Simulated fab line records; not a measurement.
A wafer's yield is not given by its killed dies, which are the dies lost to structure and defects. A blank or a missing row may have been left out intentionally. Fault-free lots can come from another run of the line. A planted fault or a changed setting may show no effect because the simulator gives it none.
fab line records	flow sky130
record lots=6	wafers=18	last_day=50
route steps=708 shown POLY_GATE@236 LDD_N@237 PAD_OPEN@708
lots that met no fault: taken from a fault-free run of the same line
start_h: start of the lot's first displayed wafer, in hours after the record's first day	wait_h: how many hours have passed since the lot's step before this one	" as in the row above	L1.1+2: a single row standing in for several wafers	- either no value or no given start	* or withheld: withheld	< > ~ a bound
route shown NAME@n: NAME is a module with steps in the file, n the number in the route of the first one	usual: mean/standard deviation of fault-free wafers	same: alike in all rows	chamber/n: place in a boat	sites: each site's reading	_std_site: their standard deviation	_edge_site: inner sites' mean taken away from outer sites' mean	radius_mm: how far each site lies from the wafer's centre	mask NAME#n: copy n	behind: tool/chamber where the wafer was last shaped	hold: what put the lot on hold/how long, in hours/how the hold closed	device: which transistor (n, p or np) failed to switch	end of line: the tests these same wafers got at the end of their route	step lacking rows: just its recipe	killed: at the first sort, the dies lost to defects and structure; wafer yield is something else	map: dies across one wafer; x = killed, . = not, _ = none there
set.NAME: setting as actually run; set.NAME@STEP: the setting as run at that earlier step	model.NAME: the simulator's own value behind a step, which no gauge read
certain route steps with their lots: each step a table, each wafer a row
services: the hour from which a tool's chamber was out of use, counted from the record's first day as start_h (under 0 if before that day), plus the number of hours and why
## steps
# step SKY_POLY_GATE_CD_MEAS_22
# usual cd_nm=149.5/2.2
lot.wafer	tool	chamber	start_h	wait_h	cd_nm
L553.1	cd_sem-01	-	389.44	0.1	148.0
L553.2	"	-	"	"	150.3
L553.3	"	-	"	"	149.2
L558.1	cd_sem-01	-	429.40	0.1	151.0
L558.2	"	-	"	"	149.6
L558.4	"	-	"	"	145.4
L562.3	cd_sem-02	-	454.24	0.1	149.7
L562.5	"	-	"	"	149.3
L562.6	"	-	"	"	150.9
L563.1	cd_sem-02	-	465.23	0.1	150.8
L563.2	"	-	"	"	149.7
L563.6	"	-	"	"	150.3
L573.2	cd_sem-01	-	555.49	0.2	150.3
L573.3	"	-	"	"	146.8
L573.6	"	-	"	"	147.7
L574.3	cd_sem-01	-	560.97	0.1	148.7
L574.5	"	-	"	"	151.6
L574.6	"	-	"	"	153.3
# step SKY_LDD_N_DEHYDRATE_00
# recipe temp_c=200	time_s=60
# step SKY_LDD_N_HMDS_01
# recipe prime_time_s=60	prime_temp_c=120
# step SKY_LDD_N_COAT_02
# recipe resist=NOVOLAK	spin_rpm=3000	resist_thk_nm=300
# step SKY_LDD_N_SOFTBAKE_03
# recipe temp_c=90	time_s=60	resist=NOVOLAK
# step SKY_LDD_N_EXPOSE_04
# recipe mask_id=NTM	target_cd_nm=840	na=0.6	source_shape=conventional	sigma_outer=0.6	dose_mj=110
# step SKY_LDD_N_PEB_05
# recipe temp_c=withheld	time_s=*	resist=NOVOLAK
# step SKY_LDD_N_DEVELOP_06
# recipe develop_time_s=60	dev_temp_c=23
# step SKY_LDD_N_OVL_MEAS_07
# usual LDD_N_OVL=-1.0/1.2
lot.wafer	tool	chamber	start_h	wait_h	LDD_N_OVL[nm]
L553.1	overlay-01	-	419.77	0.1	-2.7
L553.2	"	-	"	"	-4.0
L553.3	"	-	"	"	-2.2
L558.1	overlay-02	-	460.58	0.1	-2.6
L558.2	"	-	"	"	-1.6
L558.4	"	-	"	"	-0.4
L562.3	overlay-01	-	485.15	0.1	-1.3
L562.5	"	-	"	"	-1.7
L562.6	"	-	"	"	-0.7
L563.1	overlay-01	-	496.47	0.1	-1.7
L563.2	"	-	"	"	-1.1
L563.6	"	-	"	"	-1.6
L573.2	overlay-01	-	583.92	0.1	-1.3
L573.3	"	-	"	"	-0.8
L573.6	"	-	"	"	-1.1
L574.3	overlay-01	-	589.85	0.1	0.5
L574.5	"	-	"	"	-2.3
L574.6	"	-	"	"	-0.4
# step SKY_LDD_N_IMPLANT_08
# recipe species=As	energy_kev=20	dose_cm2=7.5e+13	tilt_deg=withheld	rotation_deg=23
# step SKY_LDD_N_IMPLANT_09
# recipe species=As	energy_kev=20	dose_cm2=7.5e+13	tilt_deg=withheld	rotation_deg=113
# step SKY_LDD_N_IMPLANT_10
# recipe species=As	energy_kev=20	dose_cm2=7.5e+13	tilt_deg=withheld	rotation_deg=203
# step SKY_LDD_N_IMPLANT_11
# recipe species=As	energy_kev=20	dose_cm2=7.5e+13	tilt_deg=withheld	rotation_deg=293
# usual beam_energy_keV=20.001/0.0065	beam_on_s=9.98/0.21	dose_ions_cm2=7.501e+13/8.6e+10	faraday_current_uA=424/8.7
lot.wafer	tool	chamber	start_h	wait_h	beam_energy_keV	beam_on_s	dose_ions_cm2	faraday_current_uA
L553.1	implanter-04	0	420.26	0.1	20.008	9.82	7.497e+13	431
L553.2	"	0	"	"	20.015	9.89	7.489e+13	428
L553.3	"	0	"	"	20.007	9.86	7.491e+13	429
L558.1	implanter-04	0	461.06	0.1	20.000	9.99	7.501e+13	425
L558.2	"	0	"	"	20.001	9.89	7.519e+13	429
L558.4	"	0	"	"	19.997	10.27	7.513e+13	413
L562.3	implanter-04	0	485.68	0.1	19.994	9.87	6.177e+13	354
L562.5	"	0	"	"	20.002	9.88	6.179e+13	354
L562.6	"	0	"	"	20.004	10.02	6.178e+13	349
L563.1	implanter-04	0	496.96	0.1	19.997	10.03	6.178e+13	347
L563.2	"	0	"	"	20.002	10.09	6.191e+13	346
L563.6	"	0	"	"	20.001	9.92	6.189e+13	352
L573.2	implanter-03	0	584.43	0.1	20.002	9.61	7.497e+13	439
L573.3	"	0	"	"	20.006	9.81	7.51e+13	427
L573.6	"	0	"	"	20.009	9.99	7.499e+13	423
L574.3	implanter-02	0	590.38	0.1	20.007	10.16	7.501e+13	416
L574.5	"	0	"	"	20.014	9.60	7.492e+13	439
L574.6	"	0	"	"	20.005	9.96	7.486e+13	426
# step SKY_LDD_N_IMPLANT_12
# recipe species=BF2	energy_kev=50	dose_cm2=5e+12	tilt_deg=30	rotation_deg=0
# step SKY_PAD_OPEN_PROBE_99
# usual killed_at_M0_to_M3=43/6.5	killed_at_M4_up=3.2/1.8	killed_at_contacts=26/5.2	killed_at_front_end=16/4.8	killed_at_other=0.3/0.6	killed_dies=89/9.6	killed_open=48/7.1	killed_short=40/6.4
# same gross_dies=492	killed_at_back_side=0
lot.wafer	tool	chamber	start_h	wait_h	killed_at_M0_to_M3	killed_at_M4_up	killed_at_contacts	killed_at_front_end	killed_at_other	killed_dies	killed_open	killed_short	model.etest.tip_n.rs_ohm_sq
L553.1	prober-02	-	1089.24	0.1	48	2	18	15	0	83	40	43	443.9
L553.2	prober-02	-	1089.29	0.1	42	1	22	15	0	80	47	33	439.4
L553.3	prober-02	-	1089.34	0.2	47	4	26	12	0	89	40	49	442.6
L558.1	prober-02	-	1115.99	0.1	32	3	22	10	0	67	38	29	439.8
L558.2	prober-02	-	1116.04	0.1	48	4	24	24	0	100	50	50	441.8
L558.4	prober-02	-	1116.14	0.2	47	0	18	11	0	76	35	41	442.3
L562.3	prober-01	-	1134.54	0.2	45	10	21	15	0	91	53	38	458.1
L562.5	prober-01	-	1134.64	0.2	49	4	18	12	1	84	47	37	454.4
L562.6	prober-01	-	1134.69	0.2	30	3	26	18	1	78	41	37	453.6
L563.1	prober-02	-	1138.91	0.1	37	4	28	19	1	89	51	38	446.5
L563.2	prober-02	-	1138.96	0.1	43	2	33	22	0	100	55	44	447.7
L563.6	prober-02	-	1139.16	0.2	47	7	28	16	0	98	52	46	449.2
L573.2	prober-02	-	1190.25	0.1	36	4	23	20	0	83	44	39	448.4
L573.3	prober-02	-	1190.30	0.2	36	2	34	15	0	87	43	44	444.7
L573.6	prober-02	-	1190.45	0.2	34	2	15	17	0	68	32	36	444.9
L574.3	prober-01	-	1192.20	0.2	51	4	30	21	1	107	62	44	436.9
L574.5	prober-01	-	1192.30	0.2	57	3	15	17	2	94	45	49	438.3
L574.6	prober-01	-	1192.35	0.2	41	2	26	15	2	86	50	35	442.2
# killed by level:class
L553.1 VIA2:geometric_particle:open=11 VIA1:geometric_particle:open=7 CONTACT:geometric_particle:open=6 METAL1:geometric_particle:short=6 VIA3:geometric_particle:short=6 LOCAL_INTERCONNECT:geometric_particle:short=5 VIA3:geometric_particle:open=5 FIELD_ISO:geometric_particle:open=4
L553.2 CONTACT:geometric_particle:open=10 VIA2:geometric_particle:open=9 VIA3:geometric_particle:open=7 LI_CONTACT:geometric_particle:open=5 VIA1:geometric_particle:short=5 METAL1:geometric_particle:short=5 VIA2:geometric_particle:short=5 POLY_GATE:geometric_particle:short=4
L553.3 CONTACT:geometric_particle:open=8 VIA1:geometric_particle:open=8 LI_CONTACT:geometric_particle:open=7 LI_CONTACT:geometric_particle:short=7 METAL1:geometric_particle:short=7 METAL2:geometric_particle:short=7 VIA2:geometric_particle:open=7 VIA3:geometric_particle:open=6
L558.1 VIA1:geometric_particle:open=13 CONTACT:geometric_particle:open=10 VIA1:geometric_particle:short=5 LI_CONTACT:geometric_particle:open=4 METAL2:geometric_particle:short=4 FIELD_ISO:geometric_particle:open=3 LI_CONTACT:geometric_particle:short=3 CONTACT:geometric_particle:short=3
L558.2 VIA1:geometric_particle:open=9 VIA2:geometric_particle:open=8 VIA3:geometric_particle:open=8 VIA2:geometric_particle:short=7 METAL2:geometric_particle:short=7 FIELD_ISO:geometric_particle:open=6 POLY_GATE:geometric_particle:short=6 CONTACT:geometric_particle:open=6
L558.4 VIA2:geometric_particle:open=10 LI_CONTACT:geometric_particle:short=7 VIA2:geometric_particle:short=6 CONTACT:geometric_particle:open=6 VIA1:geometric_particle:open=6 METAL2:geometric_particle:short=6 VIA1:geometric_particle:short=5 METAL3:geometric_particle:short=4
L562.3 VIA2:geometric_particle:open=12 VIA1:geometric_particle:open=10 METAL4:geometric_particle:short=7 LI_CONTACT:geometric_particle:open=5 LOCAL_INTERCONNECT:geometric_particle:short=5 CONTACT:geometric_particle:open=5 FIELD_ISO:geometric_particle:open=4 POLY_GATE:geometric_particle:short=4
L562.5 CONTACT:geometric_particle:open=10 VIA1:geometric_particle:open=9 VIA3:geometric_particle:open=7 VIA3:geometric_particle:short=6 METAL2:geometric_particle:short=5 METAL1:geometric_particle:short=5 VIA1:geometric_particle:short=5 LI_CONTACT:geometric_particle:open=4
L562.6 CONTACT:geometric_particle:open=8 LI_CONTACT:geometric_particle:open=7 VIA2:geometric_particle:open=7 POLY_GATE:geometric_particle:open=5 CONTACT:geometric_particle:short=5 METAL1:geometric_particle:short=4 LI_CONTACT:geometric_particle:short=4 VIA1:geometric_particle:open=4
L563.1 VIA1:geometric_particle:open=12 CONTACT:geometric_particle:open=11 FIELD_ISO:geometric_particle:short=8 VIA3:geometric_particle:open=6 FIELD_ISO:geometric_particle:open=5 LI_CONTACT:geometric_particle:open=5 LI_CONTACT:geometric_particle:short=4 LOCAL_INTERCONNECT:geometric_particle:short=4
L563.2 CONTACT:geometric_particle:open=14 VIA1:geometric_particle:open=10 METAL2:geometric_particle:short=10 CONTACT:geometric_particle:short=8 FIELD_ISO:geometric_particle:open=7 LI_CONTACT:geometric_particle:open=6 POLY_GATE:geometric_particle:open=5 VIA1:geometric_particle:short=5
L563.6 LI_CONTACT:geometric_particle:open=11 VIA1:geometric_particle:open=9 FIELD_ISO:geometric_particle:short=7 CONTACT:geometric_particle:short=7 METAL4:geometric_particle:short=7 VIA3:geometric_particle:open=7 METAL1:geometric_particle:short=6 FIELD_ISO:geometric_particle:open=5
L573.2 LI_CONTACT:geometric_particle:open=9 VIA3:geometric_particle:open=8 FIELD_ISO:geometric_particle:short=7 LOCAL_INTERCONNECT:geometric_particle:short=6 VIA1:geometric_particle:open=6 METAL2:geometric_particle:short=6 VIA2:geometric_particle:open=6 CONTACT:geometric_particle:open=4
L573.3 LOCAL_INTERCONNECT:geometric_particle:short=9 LI_CONTACT:geometric_particle:open=8 VIA2:geometric_particle:open=8 CONTACT:geometric_particle:open=8 CONTACT:geometric_particle:short=6 VIA1:geometric_particle:open=6 METAL1:geometric_particle:short=5 POLY_GATE:geometric_particle:short=4
L573.6 VIA1:geometric_particle:open=7 CONTACT:geometric_particle:open=6 METAL2:geometric_particle:short=6 VIA3:geometric_particle:open=5 POLY_GATE:geometric_particle:short=5 LI_CONTACT:geometric_particle:open=5 METAL1:geometric_particle:short=4 METAL3:geometric_particle:short=4
L574.3 CONTACT:geometric_particle:open=17 VIA1:geometric_particle:open=9 LI_CONTACT:geometric_particle:open=8 VIA3:geometric_particle:open=8 FIELD_ISO:geometric_particle:short=7 VIA1:geometric_particle:short=6 VIA2:geometric_particle:open=6 METAL1:geometric_particle:short=5
L574.5 VIA1:geometric_particle:open=14 CONTACT:geometric_particle:open=9 METAL2:geometric_particle:short=9 VIA1:geometric_particle:short=8 VIA2:geometric_particle:open=6 METAL1:geometric_particle:short=6 VIA3:geometric_particle:short=6 POLY_GATE:geometric_particle:short=5
L574.6 VIA1:geometric_particle:open=16 CONTACT:geometric_particle:open=12 METAL2:geometric_particle:short=7 FIELD_ISO:geometric_particle:open=6 LI_CONTACT:geometric_particle:open=6 LOCAL_INTERCONNECT:geometric_particle:short=5 METAL1:geometric_particle:short=4 VIA3:geometric_particle:open=4
## services
tool	chamber	start_h	hours	kind
implanter-02	-	410.23	108.1	pm
implanter-03	-	417.24	4.7	pm
implanter-04	-	498.40	3.6	pm
implanter-02	-	518.29	2.3	pm
implanter-02	-	525.32	2.0	repair
implanter-04	-	536.65	9.3	repair
implanter-02	-	550.36	1.5	repair
implanter-02	-	581.85	2.2	repair
implanter-02	-	586.64	0.6	repair
## key
first_sign step=SKY_LDD_N_IMPLANT_11	reading=dose_ions_cm2	direction=down	sigmas=99+	usual=*	struck=*
effect step=SKY_LDD_N_IMPLANT_11	reading=faraday_current_uA	direction=down	sigmas=8.5	usual=424	struck=350
model_effect step=SKY_PAD_OPEN_PROBE_99	value=etest.tip_n.rs_ohm_sq	without=439.1	struck=451.6
met_at SKY_LDD_N_IMPLANT_11
struck_wafers L562.3,L562.5,L562.6,L563.1,L563.2,L563.6
tester_left_out L562,L563
onset_between 461.06 485.68
fault kind=process_parameter_drift	tool=implanter-04	chamber=-	onset_h=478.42	steps=SKY_LDD_N_IMPLANT_11	channel=dose_cm2	offset=*	shape=step	end_h=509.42	acts_in=*	stated=*
# tester_left_out: of these lots the tester's yield and bins aren't shown, on N5 and GAA mostly nor the transistor test; their killed dies are dies lost to structure and defects alone, not to doping, threshold or leakage, so they don't give the yield
